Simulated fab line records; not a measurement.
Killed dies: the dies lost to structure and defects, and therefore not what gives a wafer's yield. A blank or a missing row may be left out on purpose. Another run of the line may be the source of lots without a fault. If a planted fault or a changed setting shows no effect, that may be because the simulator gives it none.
A lot that was struck, set against a sound lot	flow sky130	43 out of 708 route steps
Sound: these wafers, L516.2, L516.3, L516.5. Struck: wafers L522.2, L522.4. (L522.6 of the same lot was not struck and is left out.) The cause comes at the end.
At each step with rows: each side's tool, then ch and its chambers, then its first start. Under that, the readings that differ: sound wafers	struck wafers	difference of the means	sigmas: that difference in standard deviations of wafers without a fault.
alike: words and numbers the same on both sides, and readings whose means are apart by under 2 such deviations; not compared: readings that were withheld, readings missing a value for some wafer, numbers with overlapping values and no deviation given by the record, and bounds like >300 which may hide the same value.
The two part at a step that has a row with sigmas, a row that says differs or no value, or rows on one side only. Non-overlapping numbers with no deviation appear without sigmas and do not part them. Lack of a reading on every wafer of one side parts them only where that side has two or more wafers.

first, 3 steps without rows for these wafers: SKY_FIELD_ISO_WET_ETCH_30 (etches SiO2 in dHF, target depth 25 nm, time 50 s); SKY_NWELL_CLEAN_00 (cleans in SC1/SC2, time 150 s); SKY_NWELL_OXIDATION_01 (stabilise 600 s, purge 300 s, target thk 10 nm).
SKY_NWELL_THK_MEAS_02:
  sound on film_metro-01 at day 3 06:58; struck on film_metro-01 at day 4 10:23
reading	sound	struck	difference	sigmas
NWELL_OXIDATION_THK (nm)	9.81 9.87 9.60	10.13 10.34	+0.47	+3
then, 8 steps without rows for these wafers: SKY_DNWELL_DEHYDRATE_00 (time 60 s); SKY_DNWELL_HMDS_01 (prime time 60 s); SKY_DNWELL_COAT_02 (resist thk 3000 nm); SKY_DNWELL_SOFTBAKE_03; SKY_DNWELL_EXPOSE_04 (exposes mask DNM, target cd 3000 nm); SKY_DNWELL_PEB_05; SKY_DNWELL_DEVELOP_06 (develop time 60 s); SKY_DNWELL_IMPLANT_07.
SKY_DNWELL_STRIP_08: strips in O2/N2.
  sound on plasma_asher-01 ch 0,1, day 3 23:49; struck on plasma_asher-04 ch 0, day 5 03:59
  alike: drypump_motor_current_A, o2_flow_sccm, oes_product_au, strip_time_to_endpoint_s
  not compared: rf_hours_counter_h
SKY_DNWELL_TW_MEAS_09:
  sound on film_metro-02 at day 3 23:56; struck on film_metro-02 at day 5 04:05
  alike: DNWELL_TW
then, 7 steps without rows for these wafers: SKY_PWDE_DEHYDRATE_00 (time 60 s); SKY_PWDE_HMDS_01 (prime time 60 s); SKY_PWDE_COAT_02 (resist thk 3000 nm); SKY_PWDE_SOFTBAKE_03; SKY_PWDE_EXPOSE_04 (exposes mask PWDEM, target cd 840 nm); SKY_PWDE_PEB_05; SKY_PWDE_DEVELOP_06 (develop time 60 s).
SKY_PWDE_OVL_MEAS_07:
  sound on overlay-02 at day 4 16:40; struck on overlay-02 at day 5 22:31
  alike: PWDE_OVL
then, 1 step without rows for these wafers: SKY_PWDE_IMPLANT_08.
SKY_PWDE_STRIP_09: strips in O2/N2.
  sound on plasma_asher-01 ch 0,1, day 4 16:51; struck on plasma_asher-03 ch 1, day 5 22:41
reading	sound	struck	difference	sigmas
o2_flow_sccm (sccm)	3009 3016 3013	2997 2992	-18	-2
  alike: drypump_motor_current_A, oes_product_au, strip_time_to_endpoint_s
  not compared: rf_hours_counter_h
SKY_PWDE_TW_MEAS_10:
  sound on film_metro-04 at day 4 16:58; struck on film_metro-01 at day 5 22:48
  alike: PWDE_TW
then, 7 steps without rows for these wafers: SKY_NWELL_DEHYDRATE_03 (time 60 s); SKY_NWELL_HMDS_04 (prime time 60 s); SKY_NWELL_COAT_05 (resist thk 3000 nm); SKY_NWELL_SOFTBAKE_06; SKY_NWELL_EXPOSE_07 (exposes mask NWM, target cd 840 nm); SKY_NWELL_PEB_08; SKY_NWELL_DEVELOP_09 (develop time 60 s).
SKY_NWELL_OVL_MEAS_10:
  sound on overlay-01 at day 5 10:53; struck on overlay-02 at day 6 17:25
  alike: NWELL_00_OVL
then, 3 steps without rows for these wafers: SKY_NWELL_IMPLANT_11; SKY_NWELL_IMPLANT_12; SKY_NWELL_IMPLANT_13.
SKY_NWELL_STRIP_14: strips in O2/N2.
  sound on plasma_asher-02 ch 0,1, day 5 11:22; struck on plasma_asher-04 ch 0,1, day 6 17:54
reading	sound	struck	difference	sigmas
strip_time_to_endpoint_s (s)	37.13 37.15 37.14	36.88 36.87	-0.27	-2
  alike: drypump_motor_current_A, o2_flow_sccm, oes_product_au
  not compared: rf_hours_counter_h
SKY_NWELL_TW_MEAS_15:
  sound on film_metro-02 at day 5 11:29; struck on film_metro-02 at day 6 18:01
  alike: NWELL_TW
then, 4 steps without rows for these wafers: SKY_NWELL_DEHYDRATE_16 (time 60 s); SKY_NWELL_HMDS_17 (prime time 60 s); SKY_NWELL_COAT_18 (resist thk 3000 nm); SKY_NWELL_SOFTBAKE_19.
-- the record jumps here: 42 days lie between the struck wafers' starts before and after (it left off in module NWELL and takes up again in module PAD_OPEN, whose first step shown is number 708 of the route) --
SKY_PAD_OPEN_PROBE_99:
  sound on prober-01 at day 47 05:55; struck on prober-01 at day 48 18:23
reading	sound	struck	difference	sigmas
killed_at_front_end	12 13 21	61 71	+51	+11
killed_dies	93 100 79	126 136	+40	+4
  alike: killed_at_M0_to_M3, killed_at_M4_up, killed_at_contacts, killed_at_other, killed_open, killed_short

WHERE THEY PART
Earliest at SKY_NWELL_THK_MEAS_02; latest, in this record, at SKY_PAD_OPEN_PROBE_99.

WHY: what had been put in by the simulator
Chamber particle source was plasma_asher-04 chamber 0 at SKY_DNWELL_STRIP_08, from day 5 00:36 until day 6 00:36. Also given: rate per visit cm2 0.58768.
